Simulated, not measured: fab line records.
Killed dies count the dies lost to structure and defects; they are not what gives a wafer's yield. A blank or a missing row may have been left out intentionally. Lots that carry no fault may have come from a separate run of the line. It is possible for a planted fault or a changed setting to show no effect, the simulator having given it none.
What tool caused it? / flow gf180mcu / 14 lots, 42 wafers sampled, at 3 steps of a route of 602

## WHAT THE GAUGES SHOWED, per wafer
GF_POLY_GATE_CD_MEAS_10: target cd 280 nm.
lot=L109; measured=day 9 07:30; on=cdSem-02; cdNm (nm)=279.6 279.6 280.5
lot=L110; measured=day 9 11:38; on=cdSem-02; cdNm (nm)=280.6 279.7 281.6
lot=L115; measured=day 10 22:15; on=cdSem-01; cdNm (nm)=281.5 281.1 282.9
lot=L116; measured=day 11 06:54; on=cdSem-02; cdNm (nm)=277.5 277.2 277.5
lot=L117; measured=day 11 16:22; on=cdSem-01; cdNm (nm)=276.3 277.2 277.6
lot=L120; measured=day 12 10:23; on=cdSem-01; cdNm (nm)=279.5 278.8 278.5
lot=L121; measured=day 12 16:34; on=cdSem-02; cdNm (nm)=280.3 280.4 281.4
lot=L122; measured=day 12 23:17; on=cdSem-01; cdNm (nm)=281.3 279.5 280.8
lot=L123; measured=day 13 06:17; on=cdSem-02; cdNm (nm)=277.6 278.8 279.2
lot=L124; measured=day 13 12:40; on=cdSem-02; cdNm (nm)=281.0 280.6 282.4
lot=L125; measured=day 13 22:01; on=cdSem-02; cdNm (nm)=281.1 280.5 281.0
lot=L126; measured=day 14 06:17; on=cdSem-02; cdNm (nm)=280.8 280.8 281.3
lot=L128; measured=day 14 16:56; on=cdSem-01; cdNm (nm)=281.1 281.1 280.5
lot=L131; measured=day 15 14:54; on=cdSem-01; cdNm (nm)=278.6 277.6 279.9

GF_HV_LDD_TW_MEAS_50.
lot=L109; measured=day 12 12:21; on=filmMetro-04; HV_LDD_4_TW=582 582 579
lot=L110; measured=day 12 15:58; on=filmMetro-04; HV_LDD_4_TW=585 580 579
lot=L115; measured=day 14 09:29; on=filmMetro-01; HV_LDD_4_TW=577 576 575
lot=L116; measured=day 14 18:44; on=filmMetro-02; HV_LDD_4_TW=565 566 566
lot=L117; measured=day 15 05:41; on=filmMetro-01; HV_LDD_4_TW=575 574 574
lot=L120; measured=day 16 01:31; on=filmMetro-01; HV_LDD_4_TW=575 571 578
lot=L121; measured=day 16 09:13; on=filmMetro-02; HV_LDD_4_TW=569 566 569
lot=L122; measured=day 16 16:01; on=filmMetro-04; HV_LDD_4_TW=579 577 580
lot=L123; measured=day 17 00:08; on=filmMetro-04; HV_LDD_4_TW=579 581 581
lot=L124; measured=day 17 04:20; on=filmMetro-01; HV_LDD_4_TW=575 576 574
lot=L125; measured=day 17 15:34; on=filmMetro-01; HV_LDD_4_TW=574 574 575
lot=L126; measured=day 18 01:20; on=filmMetro-01; HV_LDD_4_TW=571 574 572
lot=L128; measured=day 18 13:20; on=filmMetro-02; HV_LDD_4_TW=562 562 563
lot=L131; measured=day 19 15:42; on=filmMetro-04; HV_LDD_4_TW=581 581 581

## WHAT TOOL EACH LOT RAN ON (gives the tool, then ch and the chambers of the sampled wafers, and finally the start)
lot=L109; GF_NWELL_IMPLANT_09=implanter-02 ch 0, day 3 10:22
lot=L110; GF_NWELL_IMPLANT_09=implanter-02 ch 0, day 3 13:01
lot=L115; GF_NWELL_IMPLANT_09=implanter-02 ch 0, day 4 15:56
lot=L116; GF_NWELL_IMPLANT_09=implanter-02 ch 0, day 4 19:50
lot=L117; GF_NWELL_IMPLANT_09=implanter-04 ch 0, day 5 03:04
lot=L120; GF_NWELL_IMPLANT_09=implanter-01 ch 0, day 5 19:59
lot=L121; GF_NWELL_IMPLANT_09=implanter-01 ch 0, day 6 00:32
lot=L122; GF_NWELL_IMPLANT_09=implanter-01 ch 0, day 6 06:58
lot=L123; GF_NWELL_IMPLANT_09=implanter-04 ch 0, day 6 12:40
lot=L124; GF_NWELL_IMPLANT_09=implanter-04 ch 0, day 6 17:25
lot=L125; GF_NWELL_IMPLANT_09=implanter-01 ch 0, day 6 23:13
lot=L126; GF_NWELL_IMPLANT_09=implanter-04 ch 0, day 7 05:08
lot=L128; GF_NWELL_IMPLANT_09=implanter-01 ch 0, day 7 14:34
lot=L131; GF_NWELL_IMPLANT_09=implanter-01 ch 0, day 8 05:56
- GF_NWELL_IMPLANT_09

## AS READ BY THE TOOLS THEMSELVES (means over the sampled wafers that have a number; for cases with no such wafer, the mark the record gives instead)
GF_NWELL_IMPLANT_09.
lot=L109 tool=implanter-02 beamEnergyKeV=159.99
lot=L110 tool=implanter-02 beamEnergyKeV=159.95
lot=L115 tool=implanter-02 beamEnergyKeV=164.46
lot=L116 tool=implanter-02 beamEnergyKeV=164.55
lot=L117 tool=implanter-04 beamEnergyKeV=160.01
lot=L120 tool=implanter-01 beamEnergyKeV=159.97
lot=L121 tool=implanter-01 beamEnergyKeV=160.03
lot=L122 tool=implanter-01 beamEnergyKeV=160.04
lot=L123 tool=implanter-04 beamEnergyKeV=160.00
lot=L124 tool=implanter-04 beamEnergyKeV=160.04
lot=L125 tool=implanter-01 beamEnergyKeV=159.98
lot=L126 tool=implanter-04 beamEnergyKeV=160.05
lot=L128 tool=implanter-01 beamEnergyKeV=160.08
lot=L131 tool=implanter-01 beamEnergyKeV=159.96

## THE ANSWER, worked out from the rows above alone
Rule: usual is defined by the lots themselves. The widest of any qualifying gaps counts: lots, ordered by their means at a reading, are off when they make up no more than a third of the lots, leave a main group of 4 or more, and stand apart from it by 3 or more times the standard deviation of that group's means. If all means in a main group match to the digits the tables above print for the reading, that group is not used. Also off: a lot with no number at a reading for which 4 or more lots have one. Where the step has rows for the other lots, those lots are counted as sound. After the gauges, taken in route order, come the tools' own readings; for these a lot's mean is taken, as printed above. The first step at which some lot is off is used, and at that step the reading that is off furthest; a lot without a number counts as furthest.
Off: L115, L116 (GF_NWELL_IMPLANT_09, beamEnergyKeV). The main group: mean 160.01, standard deviation 0.038.
If a tool, at that step or one of the process steps before it, ran each lot that is off and ran no sound lot following the first of them, it fits. One fits: implanter-02 at GF_NWELL_IMPLANT_09. Its last sound lot is L110 (day 3 13:01), its first lot that is off L115 (day 4 15:56): a fault that began between those two fits.
On the lots that are off, the tool's own readings at GF_NWELL_IMPLANT_09 differ by more than 5 times the standard deviation of the sound lots' means, which bears it out; beamEnergyKeV reads 164.50 there versus 160.01 on the sound lots.

## WHAT THE SIMULATOR HAD PUT IN
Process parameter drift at GF_NWELL_IMPLANT_09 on implanter-02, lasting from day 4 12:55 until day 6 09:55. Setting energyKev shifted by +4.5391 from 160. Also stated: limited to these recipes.
Struck lots among those shown: L115, L116. The rule above reached the same finding.
